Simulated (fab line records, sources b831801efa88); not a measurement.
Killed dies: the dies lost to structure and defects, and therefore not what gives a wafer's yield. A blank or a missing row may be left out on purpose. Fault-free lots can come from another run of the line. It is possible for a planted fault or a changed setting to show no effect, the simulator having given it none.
Which of the tools did it?    flow gf180mcu    Sampling: 13 lots, 39 wafers, 4 of 602 route steps

## WHAT THE GAUGES SHOWED, per wafer
GF_V2_THK_MEAS_01. Usual: V2_CVD_00_THK gives 601 nm (standard deviation 7.2).
lot   measured      on             V2_CVD_00_THK (nm)  flag
L454  day 20 05:29  film_metro-02  591 592 603         
L455  day 20 07:47  film_metro-03  592 600 596         
L456  day 20 13:28  film_metro-03  594 599 601         
L459  day 22 00:36  film_metro-03  596 594 598         
L460  day 22 12:27  film_metro-03  604 601 597         
L461  day 22 14:31  film_metro-04  601 605 598         
L462  day 22 23:23  film_metro-03  590 593 592         
L463  day 22 22:57  film_metro-03  600 597 604         
L464  day 23 12:43  film_metro-02  600 607 600         
L473  day 26 04:29  film_metro-02  596 602 613         
L474  day 26 12:06  film_metro-03  615 619 604         
L475  day 26 17:22  film_metro-04  603 606 598         
L476  day 26 23:35  film_metro-03  601 605 595         

## WHAT TOOL EACH LOT RAN ON (gives the tool, then ch and the chambers of the sampled wafers, and finally the start)
lot   GF_CONTACT_SPUTTER_22         GF_V1_CVD_23                   GF_M2_METAL_ETCH_16
L454  pvd_sputter-01, day 17 00:46  cvd_w-02 ch 0,1, day 19 03:32  rie_metal-04 ch 0, day 20 04:40
L455  pvd_sputter-01, day 17 03:29  cvd_w-02 ch 0,1, day 19 05:40  rie_metal-02 ch 0, day 20 07:04
L456  pvd_sputter-01, day 17 09:29  cvd_w-01 ch 0,1, day 19 11:26  rie_metal-04 ch 0, day 20 12:38
L459  pvd_sputter-02, day 18 18:34  cvd_w-01 ch 0,1, day 20 22:55  rie_metal-02 ch 0,1, day 21 23:49
L460  pvd_sputter-04, day 19 06:27  cvd_w-02 ch 0,1, day 21 10:47  rie_metal-03 ch 0,1, day 22 11:41
L461  pvd_sputter-02, day 19 10:38  cvd_w-01 ch 0,1, day 21 13:23  rie_metal-02 ch 0,1, day 22 13:41
L462  pvd_sputter-01, day 19 16:52  cvd_w-01 ch 0,1, day 21 21:44  rie_metal-03 ch 1, day 22 22:32
L463  pvd_sputter-01, day 19 18:29  cvd_w-02 ch 0,1, day 21 21:44  rie_metal-02 ch 0,1, day 22 22:11
L464  pvd_sputter-04, day 20 07:49  cvd_w-01 ch 0,1, day 22 12:08  rie_metal-02 ch 0,1, day 23 12:00
L473  pvd_sputter-02, day 23 05:21  cvd_w-01 ch 0,1, day 25 05:34  rie_metal-02 ch 0,1, day 26 03:44
L474  pvd_sputter-04, day 23 15:20  cvd_w-01 ch 0,1, day 25 14:02  rie_metal-03 ch 0,1, day 26 11:20
L475  pvd_sputter-02, day 23 20:01  cvd_w-02 ch 0,1, day 25 19:16  rie_metal-02 ch 0,1, day 26 16:34
L476  pvd_sputter-04, day 24 02:50  cvd_w-02 ch 0,1, day 26 01:53  rie_metal-02 ch 0,1, day 26 22:51
- GF_CONTACT_SPUTTER_22: material Ti, target thk 15 nm, time 80.02 s.
- GF_V1_CVD_23: deposits W, target thk 350 nm, time 105.05 s.
- GF_M2_METAL_ETCH_16: etches the open film in Cl2/BCl3, stops on SiO2, target depth 627.5 nm, time 104.6 s.

## AS READ BY THE TOOLS THEMSELVES (means over the sampled wafers that have a number; for cases with no such wafer, the mark the record gives instead)
GF_CONTACT_SPUTTER_22. Usual: throttle_valve_pct 30.2 %, standard deviation 1.1.
lot   tool            throttle_valve_pct (%)  flag
L454  pvd_sputter-01  29.0                    
L455  pvd_sputter-01  29.0                    
L456  pvd_sputter-01  28.8                    
L459  pvd_sputter-02  31.5                    
L460  pvd_sputter-04  30.3                    
L461  pvd_sputter-02  31.2                    
L462  pvd_sputter-01  30.2                    
L463  pvd_sputter-01  28.9                    
L464  pvd_sputter-04  30.0                    
L473  pvd_sputter-02  30.4                    
L474  pvd_sputter-04  30.7                    
L475  pvd_sputter-02  30.7                    
L476  pvd_sputter-04  30.2                    

GF_V1_CVD_23. Usual: chamber_pressure_Torr 39.99 Torr, standard deviation 0.1; heater_power_w 859 W, standard deviation 50.
lot   tool      chamber_pressure_Torr (Torr)  heater_power_w (W)  flag
L454  cvd_w-02  40.13                         893                 
L455  cvd_w-02  39.99                         898                 
L456  cvd_w-01  39.96                         834                 
L459  cvd_w-01  39.99                         815                 
L460  cvd_w-02  40.03                         891                 
L461  cvd_w-01  39.96                         831                 
L462  cvd_w-01  39.95                         824                 
L463  cvd_w-02  39.97                         900                 
L464  cvd_w-01  40.31                         842                 OFF
L473  cvd_w-01  40.02                         812                 
L474  cvd_w-01  39.99                         821                 
L475  cvd_w-02  40.06                         880                 
L476  cvd_w-02  40.02                         897                 

GF_M2_METAL_ETCH_16. Usual: drypump_motor_current_A 5.49 A, standard deviation 0.22; oes_product_au 0.972 a.u., standard deviation 0.0089; throttle_valve_pct 28.250 %, standard deviation 0.013.
lot   tool          drypump_motor_current_A (A)  oes_product_au (a.u.)  throttle_valve_pct (%)  flag
L454  rie_metal-04  5.38                         0.973                  28.258                  
L455  rie_metal-02  5.20                         0.968                  28.265                  
L456  rie_metal-04  5.39                         0.972                  28.248                  
L459  rie_metal-02  5.38                         0.965                  28.267                  
L460  rie_metal-03  5.62                         0.975                  28.238                  
L461  rie_metal-02  5.36                         0.980                  28.235                  
L462  rie_metal-03  5.77                         0.977                  28.255                  
L463  rie_metal-02  5.52                         0.981                  28.235                  
L464  rie_metal-02  5.37                         0.961                  28.256                  
L473  rie_metal-02  5.37                         0.976                  28.252                  
L474  rie_metal-03  5.51                         0.978                  28.234                  
L475  rie_metal-02  5.38                         0.968                  28.257                  
L476  rie_metal-02  5.37                         0.957                  28.265                  

## THE ANSWER, worked out from the rows above alone
Rule: a lot is off if the mean of its wafers that have a number lies more than 3 standard deviations from the usual mean. A lot without any number at a reading at which 4 lots or more have one is off too. Any other lot the step has rows for is counted as sound. Order of review: gauges by route order, followed by the tools' own readings, for which a lot's mean as printed above is used. At the first step where some lot is off, the reading lying furthest off is the one used; lots without a number count as furthest.
Off at GF_V1_CVD_23 (chamber_pressure_Torr): L464.
If a tool, at that step or one of the process steps before it, ran each lot that is off and ran no sound lot following the first of them, it fits. Of those tried, none fits.

## WHAT THE SIMULATOR HAD PUT IN
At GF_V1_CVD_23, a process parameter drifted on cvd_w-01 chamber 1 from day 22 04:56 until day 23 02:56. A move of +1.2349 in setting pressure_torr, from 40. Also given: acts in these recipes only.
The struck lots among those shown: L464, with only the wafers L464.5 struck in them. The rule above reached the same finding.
